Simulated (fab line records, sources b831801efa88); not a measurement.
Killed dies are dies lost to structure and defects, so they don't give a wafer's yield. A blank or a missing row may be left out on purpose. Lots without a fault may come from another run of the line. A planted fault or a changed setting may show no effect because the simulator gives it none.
Chamber matching | flow sky130 | SKY_VIA1_ETCH_15 on rie_diel-01: 4 sister chambers
The step etches SiO2 in C4F8/O2/Ar, stops on TiN, target depth 351 nm, time 54 s. 4 wafers are shown with their chamber, then 8 later ones without.

WAFERS WITH THEIR CHAMBER
wafer  | chamber | run_length_s (s)
L412.6 | 0       | 82.1
L413.3 | 3       | 82.3
L413.4 | 2       | 82.5
L414.3 | 1       | 81.8

WAFERS WITHOUT THEIR CHAMBER
wafer  | run_length_s (s)
L414.5 | 82.1
L414.6 | 82.1
L415.3 | 81.5
L415.5 | 82.4
L415.6 | 81.8
L416.1 | 82.6
L416.2 | 82.2
L416.3 | 82.2

WHICH CHAMBER EACH WENT THROUGH
wafer  | from the rows above          | in truth
L414.5 | can't be placed: 0 or 3      | 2
L414.6 | can't be placed: 0 or 3      | 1
L415.3 | 1                            | 1
L415.5 | can't be placed: 2 or 3 or 0 | 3
L415.6 | 1                            | 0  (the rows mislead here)
L416.1 | can't be placed: 2 or 3      | 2
L416.2 | can't be placed: 3 or 0 or 2 | 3
L416.3 | can't be placed: 3 or 0 or 2 | 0
Placed correctly: 1 of 8. Can't be placed from these rows: 6 (the true chamber is among the candidates in 4). Placed wrongly: 1.
How it was worked out, from the rows above alone: a wafer's distance from a chamber is the root of the sum, over the readings, of the square of ((its reading less the chamber's mean) divided by the reading's scatter). The wafer belongs to the nearest chamber; if the next one is less than 2 further off, it can't be placed. A chamber's mean is the mean of its shown wafers. The scatter: with one shown wafer a chamber, the root of the mean of the squares of how far each hidden wafer lies from its nearest shown one.
